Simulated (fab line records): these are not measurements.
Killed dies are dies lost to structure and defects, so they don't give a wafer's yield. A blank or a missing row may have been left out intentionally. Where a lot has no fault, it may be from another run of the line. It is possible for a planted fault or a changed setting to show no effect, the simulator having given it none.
Chamber matching	flow sky130	SKY_CONTACT_CVD_00 on pecvd-02: 3 sister chambers
The step deposits Si3N4, target thk 75 nm. 6 wafers are shown with their chamber, then 9 later ones without.

## WAFERS WITH THEIR CHAMBER
wafer	chamber	heater_power_w (W)
L081.4	0	623
L082.3	0	664
L089.6	1	751
L091.2	2	738
L091.4	2	756
L091.5	1	704

## WAFERS WITHOUT THEIR CHAMBER
wafer	heater_power_w (W)
L092.1	841
L092.3	739
L092.5	681
L096.1	672
L096.3	611
L096.4	803
L097.1	703
L097.2	721
L097.5	715

## WHICH CHAMBER EACH WENT THROUGH
wafer	from the rows above	in truth
L092.1	can't be placed: 2 or 1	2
L092.3	can't be placed: 2 or 1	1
L092.5	can't be placed: 0 or 1 or 2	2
L096.1	can't be placed: 0 or 1 or 2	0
L096.3	0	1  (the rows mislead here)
L096.4	can't be placed: 2 or 1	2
L097.1	can't be placed: 1 or 2 or 0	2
L097.2	can't be placed: 1 or 2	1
L097.5	can't be placed: 1 or 2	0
Placed correctly: 0 of 9. Not placeable from these rows: 8 (in 7, the candidates include the true chamber). 1 placed wrongly.
How it was worked out, from the rows above alone: a wafer's distance from a chamber is the root of the sum, over the readings, of the square of ((its reading less the chamber's mean) divided by the reading's scatter). If the next closest chamber is less than 2 further off than the closest, the wafer can't be placed; otherwise it belongs to the closest. For every chamber, the mean is computed from those of its wafers that are shown. The scatter: take each reading less its chamber's mean, square it, sum over the shown wafers, divide by the number of wafers less the number of chambers, and take the root.
